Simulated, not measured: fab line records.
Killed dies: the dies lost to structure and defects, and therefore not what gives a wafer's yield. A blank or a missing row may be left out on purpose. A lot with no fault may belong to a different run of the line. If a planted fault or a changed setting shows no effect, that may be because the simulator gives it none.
What tool caused it? -- flow gf180mcu -- 39 wafers from 13 lots sampled at 3 of the route's 602 steps

WHAT EACH GAUGE READ, for each wafer
GF_POLY_GATE_THK_MEAS_17. Usual: POLY_GATE_OXIDATION_THK 3.96 nm, standard deviation 0.086.
lot,measured,on,POLY_GATE_OXIDATION_THK (nm),flag
L876,day 9 17:28,filmMetro-03,3.88 3.89 4.03,
L877,day 10 06:04,filmMetro-03,3.89 3.96 3.96,
L879,day 10 09:03,filmMetro-01,3.91 3.75 3.84,
L881,day 11 03:31,filmMetro-03,3.94 3.91 3.93,
L882,day 11 08:38,filmMetro-01,3.89 3.84 3.92,
L883,day 11 14:41,filmMetro-03,3.95 3.96 3.98,
L888,day 13 03:49,filmMetro-04,4.10 4.02 3.92,
L892,day 14 07:05,filmMetro-03,4.10 4.08 4.08,
L893,day 14 13:17,filmMetro-01,4.07 4.05 4.04,
L895,day 15 06:37,filmMetro-01,3.83 3.76 3.84,
L896,day 15 14:04,filmMetro-04,3.92 3.90 4.01,
L897,day 15 22:11,filmMetro-04,4.01 4.04 3.99,
L898,day 16 00:19,filmMetro-03,3.90 3.84 3.92,

GF_HV_LDD_OVL_MEAS_47. Usual: HV_LDD_03_OVL 0.2 nm, standard deviation 1.1.
lot,measured,on,HV_LDD_03_OVL (nm),flag
L876,day 12 20:34,overlay-01,-1.6 -1.7 -1.8,
L877,day 13 10:40,overlay-02,0.0 0.2 1.3,
L879,day 13 14:54,overlay-01,0.0 0.9 1.1,
L881,day 14 12:01,overlay-01,1.5 1.2 1.2,
L882,day 14 16:40,overlay-01,1.4 -0.6 1.1,
L883,day 14 23:45,overlay-02,0.9 0.7 2.4,
L888,day 16 17:09,overlay-01,0.2 -0.4 -0.1,
L892,day 18 01:27,overlay-02,-0.5 0.3 -0.9,
L893,day 18 08:03,overlay-01,0.1 0.4 -1.6,
L895,day 19 04:20,overlay-01,-0.7 0.0 0.5,
L896,day 19 12:16,overlay-02,1.5 2.1 1.4,
L897,day 19 21:53,overlay-01,-1.0 1.9 1.1,
L898,day 19 23:24,overlay-01,-1.3 -0.7 0.5,

WHICH TOOL RAN EACH LOT (tool, then ch and the chambers of the sampled wafers, then the start)
lot,GF_POLY_GATE_ETCH_13
L876,"rieSi-02 ch 0,1, day 9 15:49"
L877,"rieSi-01 ch 0,1,2, day 10 03:43"
L879,"rieSi-02 ch 2,3, day 10 07:35"
L881,"rieSi-01 ch 1,2, day 11 00:32"
L882,"rieSi-01 ch 0,2,3, day 11 07:11"
L883,"rieSi-02 ch 2,3, day 11 13:13"
L888,"rieSi-01 ch 0,2,3, day 13 02:22"
L892,"rieSi-01 ch 0,1, day 14 05:38"
L893,"rieSi-01 ch 1,2, day 14 11:49"
L895,"rieSi-01 ch 0,1,3, day 15 04:49"
L896,"rieSi-01 ch 1,3, day 15 09:11"
L897,"rieSi-01 ch 2,3, day 15 19:11"
L898,"rieSi-01 ch 1,3, day 15 22:22"
- GF_POLY_GATE_ETCH_13: etches poly-Si in HBr/Cl2, stops on SiO2, target depth 198.5 nm, time 69.6 s.

WHAT THE TOOLS THEMSELVES READ (means of the sampled wafers that have a number; where no wafer has one, the mark that the record gives instead)
GF_POLY_GATE_ETCH_13. Usual: drypumpMotorCurrentA 5.7 A, standard deviation 0.54; oesProductAu 0.989 a.u., standard deviation 0.0082; rfFwdPowerW 397.2 W, standard deviation 1.5; throttleValvePct 33.685 %, standard deviation 0.0084.
lot,tool,drypumpMotorCurrentA (A),oesProductAu (a.u.),rfFwdPowerW (W),throttleValvePct (%),flag
L876,rieSi-02,6.7,0.991,397.8,33.686,
L877,rieSi-01,5.3,0.993,397.3,33.680,
L879,rieSi-02,5.7,0.987,394.8,33.681,
L881,rieSi-01,5.5,0.992,395.9,33.685,
L882,rieSi-01,5.3,0.993,397.8,33.691,
L883,rieSi-02,5.8,0.985,397.9,33.683,
L888,rieSi-01,5.3,0.991,397.4,33.690,
L892,rieSi-01,5.4,0.993,393.7,33.686,
L893,rieSi-01,5.3,0.992,397.8,33.693,
L895,rieSi-01,5.5,0.992,397.7,33.680,
L896,rieSi-01,5.7,0.994,398.3,33.692,
L897,rieSi-01,5.4,0.998,397.3,33.692,
L898,rieSi-01,5.7,0.993,397.2,33.680,

THE ANSWER, worked out from the rows above alone
Rule: lot off if the mean of its wafers having a number is beyond 3 standard deviations from the usual mean. Also off: a lot with no number at a reading for which 4 or more lots have one. All remaining lots with rows at the step are treated as sound. After the gauges, taken in route order, come the tools' own readings; for these a lot's mean is taken, as printed above. At the first step where some lot is off, the reading lying furthest off is the one used; lots without a number count as furthest.
None of the lots is off at any reading shown; this tells nothing.

WHAT HAD BEEN PUT IN BY THE SIMULATOR
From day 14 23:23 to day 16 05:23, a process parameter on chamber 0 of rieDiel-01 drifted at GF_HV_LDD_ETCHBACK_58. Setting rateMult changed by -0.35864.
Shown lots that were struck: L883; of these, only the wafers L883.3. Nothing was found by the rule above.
